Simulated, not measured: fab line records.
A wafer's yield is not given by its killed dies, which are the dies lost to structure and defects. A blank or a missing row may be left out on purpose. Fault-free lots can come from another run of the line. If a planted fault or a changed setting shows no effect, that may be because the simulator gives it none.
One fault through the eyes of 2 desks | flow sfq_line | each desk holds nothing but its own numbers, with what lay behind them at the end

== METROLOGY DESK ==
What the gauges read, lot by lot, whatever tool the lot ran on: means of the sampled wafers that have a number. A lot is out of limits, marked OUT, if its mean lies more than 4 standard deviations from the usual mean; the brackets give that distance.
Columns: A = M6_OVL at SFQ_M6_OVL_MEAS_940, usual 4 nm; B = I6_BOW at SFQ_I6_BOW_MEAS_941, usual 8 um; C = I6_OVL at SFQ_I6_OVL_MEAS_942, usual 1 nm
lot  | first seen here | A  | B   | C
L359 | day 62 03:23    | 11 | 13  | 0
L365 | day 71 16:10    | 11 | 4   | 13
L366 | day 71 18:34    | -1 | -6  | 1
L370 | day 74 10:10    | 2  | -5  | 6
L371 | day 74 13:46    | 3  | -10 | -3
L374 | day 75 15:14    | 3  | 11  | -1
Result from this desk: across the 6 lots, nothing is out of limits.

== AT THE TOOL OWNER'S DESK: krf_scanner-01 ==
The tool's own readings at SFQ_TRILAYER_I6_VIA_LITHO_EXPOSE_170 (exposes mask I6, target cd 700 nm): means of the sampled wafers that have a number, for each lot that ran on this tool. A lot is out of limits, marked OUT, if its mean lies more than 4 standard deviations from the usual mean; the brackets give that distance.
Columns: A = focus_offset_nm at SFQ_TRILAYER_I6_VIA_LITHO_EXPOSE_170, usual -0.1 nm
lot  | first seen here | A
L365 | day 71 22:50    | -0.1
L366 | day 72 00:43    | 0.3
L370 | day 74 16:22    | -0.1
L371 | day 74 21:05    | 0.1
L374 | day 75 21:23    | -0.7
Result from this desk: across the 5 lots, nothing is out of limits.

== TAKEN TOGETHER ==
Metrology desk: nothing out of limits seen.
The tool owner's desk saw nothing out of limits.

== WHAT WAS PUT IN BY THE SIMULATOR ==
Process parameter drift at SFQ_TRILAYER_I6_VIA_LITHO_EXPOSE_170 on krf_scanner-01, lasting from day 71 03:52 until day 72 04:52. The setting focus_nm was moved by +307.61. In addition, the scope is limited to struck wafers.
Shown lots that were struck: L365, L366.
